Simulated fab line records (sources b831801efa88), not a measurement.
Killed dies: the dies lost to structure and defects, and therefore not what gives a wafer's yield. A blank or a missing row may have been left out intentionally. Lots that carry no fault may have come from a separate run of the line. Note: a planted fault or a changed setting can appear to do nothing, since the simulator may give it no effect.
Shared-tool check    flow sky130    Lots sampled 10, wafers sampled 30

== REASON IT WAS OPENED ==
At SKY_METAL5_RS_MEAS_05 the reading METAL5_ALCU_RS is flagged on 2 of 10 lots. Fault-free wafers read 0.02701 ohm/sq, with a standard deviation of 0.00029.
Rule: a lot is flagged when every wafer of it that has a number lies more than 4 standard deviations from that mean, or none has a number. The rest of the lots are taken to be sound.

lot   measured      on             METAL5_ALCU_RS (ohm/sq), wafer by wafer  flag
L304  day 44 10:56  film-metro-01  0.02704 0.02717 0.02702                  
L309  day 44 18:44  film-metro-04  0.0269 0.02652 0.02679                   
L314  day 46 12:17  film-metro-01  0.02744 0.02733 0.02739                  
L318  day 47 08:59  film-metro-01  0.02691 0.02698 0.02679                  
L319  day 47 11:23  film-metro-01  0.02686 0.02676 0.02665                  
L321  day 47 20:22  film-metro-04  0.01925 0.01922 0.01928                  FLAGGED
L323  day 48 03:35  film-metro-01  0.01929 0.01941 0.01926                  FLAGGED
L324  day 48 04:55  film-metro-03  0.02696 0.02695 0.02694                  
L325  day 48 15:56  film-metro-04  0.0273 0.02735 0.02727                   
L326  day 48 21:04  film-metro-04  0.02694 0.02708 0.02703                  
The mean of the flagged lots' numbers is 0.01929 ohm/sq, -0.00772 ohm/sq from the usual (-27 standard deviations).

== TOOL THAT RAN EACH LOT ==
The record keeps 1 process step preceding the reading, out of 708 steps on the route. Read each cell as the tool, then ch plus the chambers that the sampled wafers visited, then the start.
lot   flag     SKY_METAL5_SPUTTER_02
L304           pvd-sputter-01, day 44 10:48
L309           pvd-sputter-04, day 44 18:37
L314           pvd-sputter-03, day 46 12:09
L318           pvd-sputter-03, day 47 08:52
L319           pvd-sputter-04, day 47 11:16
L321  FLAGGED  pvd-sputter-03, day 47 20:14
L323  FLAGGED  pvd-sputter-03, day 48 03:28
L324           pvd-sputter-01, day 48 04:47
L325           pvd-sputter-04, day 48 15:48
L326           pvd-sputter-04, day 48 20:55
These steps, and what they do:
- SKY_METAL5_SPUTTER_02: material AlCu, target thk 1150 nm, time 61.2 s.
- SKY_METAL5_RS_MEAS_05: measures by four-point-probe.

== FLAGGED AGAINST TOTAL, ONE TOOL AT A TIME (gauges that did the reading follow at the end) ==
step                   tool            lots run  flagged  share of the flagged lots  sound lots run after its first flagged lot
SKY_METAL5_SPUTTER_02  pvd-sputter-01  2         0        none                       -
SKY_METAL5_SPUTTER_02  pvd-sputter-03  4         2        all                        0
SKY_METAL5_SPUTTER_02  pvd-sputter-04  4         0        none                       -
SKY_METAL5_RS_MEAS_05  film-metro-01   5         1        some                       0
SKY_METAL5_RS_MEAS_05  film-metro-03   1         0        none                       -
SKY_METAL5_RS_MEAS_05  film-metro-04   4         1        some                       2 (L325,L326)

== WHAT THE TABLE PERMITS ==
In the table, 1 row covers all flagged lots: pvd-sputter-03 at SKY_METAL5_SPUTTER_02.
- pvd-sputter-03 at SKY_METAL5_SPUTTER_02: 2 of its 4 lots flagged. Its last sound lot is L318 (day 47 08:52), its first flagged lot L321 (day 47 20:14): a fault that began between those two fits.
Just one tool remains: pvd-sputter-03 at SKY_METAL5_SPUTTER_02.

== WHAT HAD BEEN PUT IN BY THE SIMULATOR ==
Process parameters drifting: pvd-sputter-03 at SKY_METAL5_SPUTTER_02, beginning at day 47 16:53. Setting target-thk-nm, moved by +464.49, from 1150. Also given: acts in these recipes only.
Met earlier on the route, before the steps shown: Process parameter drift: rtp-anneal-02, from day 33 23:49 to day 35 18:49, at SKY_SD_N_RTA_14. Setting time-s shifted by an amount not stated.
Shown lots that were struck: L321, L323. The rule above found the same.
